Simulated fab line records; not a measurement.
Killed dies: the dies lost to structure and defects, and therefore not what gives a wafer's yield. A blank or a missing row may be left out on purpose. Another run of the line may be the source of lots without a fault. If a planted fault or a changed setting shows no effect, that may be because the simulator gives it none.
Comparing a struck lot with a sound one | flow gf180mcu | 17 steps out of a route of 602
Sound: these wafers, L828.3, L828.4, L828.5. The struck wafers were L838.2, L838.3, L838.4. The cause comes at the end.
At each step with rows: each side's tool, then ch and its chambers, then its first start. Under that, the readings that differ: sound wafers | struck wafers | difference of the means | sigmas: that difference in standard deviations of wafers without a fault.
alike: same words and numbers on both sides, and readings whose means sit less than 2 such deviations apart. not compared: any withheld reading, any reading some wafer has no value for, any bound like >300 that may hide the same value, and any number with overlapping values for which the record gives no deviation.
A row with sigmas, a row that says differs or no value, or rows on one side alone: a step with any of these is where the two part. Numbers that don't overlap but have no deviation are shown without sigmas and don't part them. A reading missing from all wafers of one side parts the sides only when that side holds two or more wafers.

first, 4 steps without rows for these wafers: GF_VT_IMPLANT_SOFTBAKE_25 (time 60 s); GF_VT_IMPLANT_EXPOSE_26 (exposes mask LVPWELL HV AREA, target cd 860 nm); GF_VT_IMPLANT_PEB_27; GF_VT_IMPLANT_DEVELOP_28 (develop time 60 s).
GF_VT_IMPLANT_OVL_MEAS_29:
  sound on overlay-02 at day 8 05:55; struck on overlay-01 at day 10 13:44
  reading                | sound          | struck      | difference | sigmas
  VT_IMPLANT_02_OVL (nm) | -3.0 -1.8 -2.7 | 2.9 0.9 2.4 | +4.6       | +4
after that, 1 step had no rows for these wafers: GF_VT_IMPLANT_IMPLANT_30.
GF_VT_IMPLANT_STRIP_31: strips in O2/N2.
  sound on plasma-asher-01 ch 0,1, day 8 06:07; struck on plasma-asher-02 ch 0,1, day 10 13:55
  alike: drypump-motor-current-A, heater-power-w, oes-product-au, strip-time-to-endpoint-s
  not compared: rf-hours-counter-h
GF_VT_IMPLANT_TW_MEAS_32:
  sound on film-metro-04 at day 8 06:12; struck on film-metro-01 at day 10 14:02
  alike: VT_IMPLANT_3_TW
then, 4 steps without rows for these wafers: GF_VT_IMPLANT_DEHYDRATE_33 (time 57.75 s); GF_VT_IMPLANT_HMDS_34 (prime time 60 s); GF_VT_IMPLANT_COAT_35 (resist thk 1000 nm); GF_VT_IMPLANT_SOFTBAKE_36 (time 60 s).
GF_VT_IMPLANT_EXPOSE_37: exposes mask Nwell HV AREA, target cd 860 nm.
  sound on iline-stepper-02 ch 0, day 8 14:44; struck on iline-stepper-02 ch 0, day 10 23:32
  reading                            | sound                | struck            | difference | sigmas
  reticle-temp-C (C)                 | 22.97 22.95 22.95    | 23.16 23.12 23.29 | +0.23      | +2
  model.VT_IMPLANT.overlay-x-nm (nm) | 0.9497 0.9497 0.9497 | 182 182 182       | +181       |
  alike: mask, exposure-dose-mJ-cm2
then, 2 steps without rows for these wafers: GF_VT_IMPLANT_PEB_38; GF_VT_IMPLANT_DEVELOP_39 (develop time 60 s).
GF_VT_IMPLANT_OVL_MEAS_40:
  sound on overlay-02 at day 8 22:27; struck on overlay-02 at day 11 08:36
  reading                | sound        | struck            | difference | sigmas
  VT_IMPLANT_03_OVL (nm) | 1.8 0.4 -1.7 | 185.7 183.4 186.0 | +184.9     | +99 or more
  not compared: hold
GF_PASSIVATION_PROBE_99:
  the record has rows for the sound wafers here (prober-02, day 30 11:33) and none for the struck ones

== WHERE THEY PART ==
First at GF_VT_IMPLANT_OVL_MEAS_29; last, within this record, at GF_PASSIVATION_PROBE_99.

WHY: what the simulator had put in
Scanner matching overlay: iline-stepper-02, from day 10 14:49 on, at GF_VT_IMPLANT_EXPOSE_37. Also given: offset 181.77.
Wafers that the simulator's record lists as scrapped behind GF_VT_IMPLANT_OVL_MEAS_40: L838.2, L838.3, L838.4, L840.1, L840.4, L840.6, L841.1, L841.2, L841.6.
